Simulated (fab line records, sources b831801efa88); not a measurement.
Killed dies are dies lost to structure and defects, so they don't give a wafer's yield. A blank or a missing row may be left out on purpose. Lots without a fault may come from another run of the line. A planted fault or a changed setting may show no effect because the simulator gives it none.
fab line records | flow gf180mcu
record lots=15 wafers=45 last_day=34
route steps=602 shown MIM@505 M5@532 V5@541
lots that met no fault: from a run of the same line without faults
start_h: hours from the record's first day to the start of the lot's first wafer shown | wait_h: hours since the lot's step before | " the same as in the row above | L1.1+2: a row that stands for several wafers | - no value, or no start given | * or withheld: withheld | < > ~ a bound
route shown NAME@n: a module of which the file shows steps, and the number in the route of the first | usual: mean/standard deviation of fault-free wafers | same: alike in all rows | chamber/n: place in a boat | sites: the reading at each site | _std_site: their standard deviation | _edge_site: outer sites' mean less inner sites' | radius_mm: how far each site lies from the wafer's centre | mask NAME#n: copy n | behind: the tool/chamber that last shaped the wafer | hold: why the lot was held/for how many hours/how that ended | device: the transistor (n, p or np) that didn't switch | end of line: the same wafers' tests at the end of the route | a step without rows: its recipe alone | killed: dies lost to structure and defects at the first sort, not the wafer's yield | map: a wafer's dies, x killed, . not, _ none there
set.NAME: the setting as run; set.NAME@STEP: as run at that earlier step | model.NAME: the simulator's own value behind a step, which no gauge read
steps of the route over a sample of lots; a table a step, a row a wafer
services: from which hour (start_h, from the record's first day; less than 0 if before it) a tool's chamber was out of use, for how many hours, and why
## steps
# step GF_MIM_SPUTTER_02
# recipe material=AlCu target_thk_nm=450 power_w=10600 time_s=23.9 chamber_pressure_pa=0.4
# usual throttle_valve_pct=29.6/0.94
# columns lot.wafer tool chamber start_h wait_h throttle_valve_pct
L511.2 pvd_sputter-02 - 561.68 0.0 28.3
L511.3 " - " " 30.0
L511.5 " - " " 28.6
L512.1 pvd_sputter-02 - 572.08 0.0 28.6
L512.2 " - " " 28.9
L512.4 " - " " 30.2
L513.1 pvd_sputter-02 - 583.83 0.0 30.1
L513.3 " - " " 28.8
L513.4 " - " " 30.3
L514.2 pvd_sputter-03 - 587.91 0.0 27.8
L514.4 " - " " 29.1
L514.6 " - " " 31.7
L515.1 pvd_sputter-02 - 599.52 0.0 29.9
L515.3 " - " " 28.7
L515.5 " - " " 28.4
L520.1 pvd_sputter-03 - 640.50 0.0 29.8
L520.2 " - " " 31.7
L520.6 " - " " 30.0
L521.2 pvd_sputter-03 - 651.76 0.0 31.3
L521.4 " - " " 31.8
L521.6 " - " " 30.0
L523.1 pvd_sputter-03 - 661.00 0.0 27.8
L523.4 " - " " 29.9
L523.6 " - " " 27.8
L525.1 pvd_sputter-04 - 677.64 0.0 29.6
L525.2 " - " " 29.6
L525.3 " - " " 30.1
L527.1 pvd_sputter-03 - 686.46 0.0 29.7
L527.2 " - " " 31.6
L527.3 " - " " 29.8
L528.2 pvd_sputter-03 - 692.66 0.0 28.1
L528.3 " - " " 30.0
L528.5 " - " " 29.8
L529.2 pvd_sputter-04 - 700.81 0.0 29.6
L529.5 " - " " 29.7
L529.6 " - " " 29.4
L531.2 pvd_sputter-04 - 714.61 0.0 29.6
L531.3 " - " " 30.0
L531.6 " - " " 29.0
L533.2 pvd_sputter-03 - 723.90 0.0 27.5
L533.3 " - " " 31.4
L533.4 " - " " 29.5
L534.1 pvd_sputter-03 - 730.14 0.0 29.9
L534.3 " - " " 29.7
L534.4 " - " " 31.5
# step GF_MIM_RS_MEAS_10
# recipe thk_meas_gauge=four-point-probe reads=TiN_of_MIM_SPUTTER_09+AlCu_of_MIM_SPUTTER_08+TiN_of_MIM_SPUTTER_07
# usual MIM_ALCU_RS=0.1592/0.0018
# columns lot.wafer tool chamber start_h wait_h MIM_ALCU_RS[ohm/sq]
L511.2 film_metro-01 - 561.98 0.0 0.1602
L511.3 " - " " 0.1617
L511.5 " - " " 0.1601
L512.1 film_metro-01 - 572.36 0.0 0.1579
L512.2 " - " " 0.1599
L512.4 " - " " 0.1604
L513.1 film_metro-03 - 584.11 0.0 0.1583
L513.3 " - " " 0.1614
L513.4 " - " " 0.1594
L514.2 film_metro-03 - 588.21 0.0 0.1589
L514.4 " - " " 0.1611
L514.6 " - " " 0.1583
L515.1 film_metro-01 - 599.80 0.0 0.1604
L515.3 " - " " 0.1594
L515.5 " - " " 0.1610
L520.1 film_metro-01 - 640.78 0.0 0.1603
L520.2 " - " " 0.1602
L520.6 " - " " 0.1612
L521.2 film_metro-01 - 652.07 0.0 0.1573
L521.4 " - " " 0.1561
L521.6 " - " " 0.1575
L523.1 film_metro-04 - 661.28 0.0 0.1595
L523.4 " - " " 0.1592
L523.6 " - " " 0.1605
L525.1 film_metro-04 - 677.94 0.0 0.1586
L525.2 " - " " 0.1595
L525.3 " - " " 0.1578
L527.1 film_metro-03 - 686.74 0.0 0.1572
L527.2 " - " " 0.1574
L527.3 " - " " 0.1554
L528.2 film_metro-03 - 692.96 0.0 0.1577
L528.3 " - " " 0.1577
L528.5 " - " " 0.1583
L529.2 film_metro-03 - 701.11 0.0 0.1622
L529.5 " - " " 0.1614
L529.6 " - " " 0.1607
L531.2 film_metro-03 - 714.91 0.0 0.1567
L531.3 " - " " 0.1562
L531.6 " - " " 0.1582
L533.2 film_metro-01 - 724.21 0.0 0.1579
L533.3 " - " " 0.1600
L533.4 " - " " 0.1576
L534.1 film_metro-01 - 730.42 0.0 0.1608
L534.3 " - " " 0.1607
L534.4 " - " " 0.1616
# step GF_M5_DEVELOP_06
# recipe develop_time_s=60 dev_temp_c=21
# usual chill_plate_temp_C=23.03/0.1 develop_time_s=60/0
# columns lot.wafer tool chamber start_h wait_h chill_plate_temp_C develop_time_s
L511.2 litho_track-04 0 605.39 0.2 23.00 60
L511.3 " 0 " " 23.19 60
L511.5 " 0 " " 23.01 60
L512.1 litho_track-03 0 615.11 0.2 23.10 60
L512.2 " 0 " " 23.17 60
L512.4 " 0 " " 23.08 60
L513.1 litho_track-01 0 626.01 0.2 23.17 60
L513.3 " 0 " " 23.03 60
L513.4 " 0 " " 23.07 60
L514.2 litho_track-01 0 629.54 0.2 22.99 60
L514.4 " 0 " " 23.11 60
L514.6 " 0 " " 23.10 60
L515.1 litho_track-01 0 641.26 0.2 23.16 60
L515.3 " 0 " " 23.13 60
L515.5 " 0 " " 23.14 60
L520.1 litho_track-04 - 679.31 0.2 - -
L520.2 " - " " - -
L520.6 " - " " - -
L521.2 litho_track-01 - 690.19 0.2 - -
L521.4 " - " " - -
L521.6 " - " " - -
L523.1 litho_track-03 - 699.86 0.2 - -
L523.4 " - " " - -
L523.6 " - " " - -
L525.1 litho_track-01 0 715.51 0.2 23.01 60
L525.2 " 0 " " 23.07 60
L525.3 " 0 " " 23.01 60
L527.1 litho_track-01 0 722.16 0.2 23.04 60
L527.2 " 0 " " 22.87 60
L527.3 " 0 " " 22.92 60
L528.2 litho_track-04 0 728.69 0.2 23.17 60
L528.3 " 0 " " 23.16 60
L528.5 " 0 " " 23.25 60
L529.2 litho_track-03 0 736.73 0.2 23.02 60
L529.5 " 0 " " 22.97 60
L529.6 " 0 " " 23.03 60
L531.2 litho_track-01 0 749.78 0.2 22.78 60
L531.3 " 0 " " 23.01 60
L531.6 " 0 " " 23.19 60
L533.2 litho_track-03 0 759.03 0.2 22.88 60
L533.3 " 0 " " 22.91 60
L533.4 " 0 " " 22.94 60
L534.1 litho_track-01 0 764.66 0.2 23.07 60
L534.3 " 0 " " 23.03 60
L534.4 " 0 " " 23.04 60
# step GF_V5_THK_MEAS_01
# recipe reads=SiO2_of_V5_CVD_00
# usual V5_CVD_00_THK=300/3
# columns lot.wafer tool chamber start_h wait_h V5_CVD_00_THK[nm]
L511.2 film_metro-01 - 606.45 0.0 302
L511.3 " - " " 309
L511.5 " - " " 301
L512.1 film_metro-04 - 616.15 0.0 298
L512.2 " - " " 302
L512.4 " - " " 298
L513.1 film_metro-02 - 627.10 0.0 303
L513.3 " - " " 300
L513.4 " - " " 299
L514.2 film_metro-04 - 630.65 0.0 305
L514.4 " - " " 309
L514.6 " - " " 303
L515.1 film_metro-04 - 642.32 0.0 298
L515.3 " - " " 297
L515.5 " - " " 300
L525.1 film_metro-02 - 716.57 0.0 303
L525.2 " - " " 299
L525.3 " - " " 304
L527.1 film_metro-02 - 723.21 0.0 301
L527.2 " - " " 300
L527.3 " - " " 305
L528.2 film_metro-04 - 729.71 0.0 301
L528.3 " - " " 303
L528.5 " - " " 303
L529.2 film_metro-04 - 737.75 0.0 300
L529.5 " - " " 300
L529.6 " - " " 299
L531.2 film_metro-04 - 750.81 0.0 303
L531.3 " - " " 302
L531.6 " - " " 303
L533.2 film_metro-01 - 760.21 0.0 299
L533.3 " - " " 302
L533.4 " - " " 301
L534.1 film_metro-01 - 765.82 0.0 299
L534.3 " - " " 300
L534.4 " - " " 303
## services
# columns tool chamber start_h hours kind
pvd_sputter-02 - 544.63 6.2 repair
pvd_sputter-04 - 580.40 10.1 repair
pvd_sputter-03 - 597.72 4.0 repair
pvd_sputter-03 - 627.47 0.6 repair
pvd_sputter-02 - 648.32 4.0 repair
pvd_sputter-04 - 653.52 4.0 repair
pvd_sputter-03 - 699.28 2.1 repair
pvd_sputter-03 - 700.86 0.8 repair
pvd_sputter-04 - 738.09 3.5 repair
## key
first_sign step=GF_M5_DEVELOP_06 reading=tool_record direction=missing
effect none on later readings
met_at GF_M5_DEVELOP_06
struck_lots L520,L521,L523
later_rows_left_out L520.1,L520.2,L520.6,L521.2,L521.4,L521.6,L523.1,L523.4,L523.6
sort_left_out L520.1,L520.2,L520.6,L521.2,L521.4,L521.6,L523.1,L523.4,L523.6
not_acting_at GF_MIM_SPUTTER_02,GF_MIM_RS_MEAS_10,GF_V5_THK_MEAS_01
onset_between 641.26 679.31
fault kind=skipped_step_whole tool=litho_track-01,litho_track-03,litho_track-04 chamber=- onset_h=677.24 steps=GF_M5_DEVELOP_06 scope=struck_lots_only
# sort_left_out: the simulated sort isn't trusted on such a fault, so these wafers' sort isn't shown, and their yield isn't known
# later_rows_left_out: the simulator's readings of these wafers behind a module that went badly wrong aren't trusted and aren't shown, but for the sort
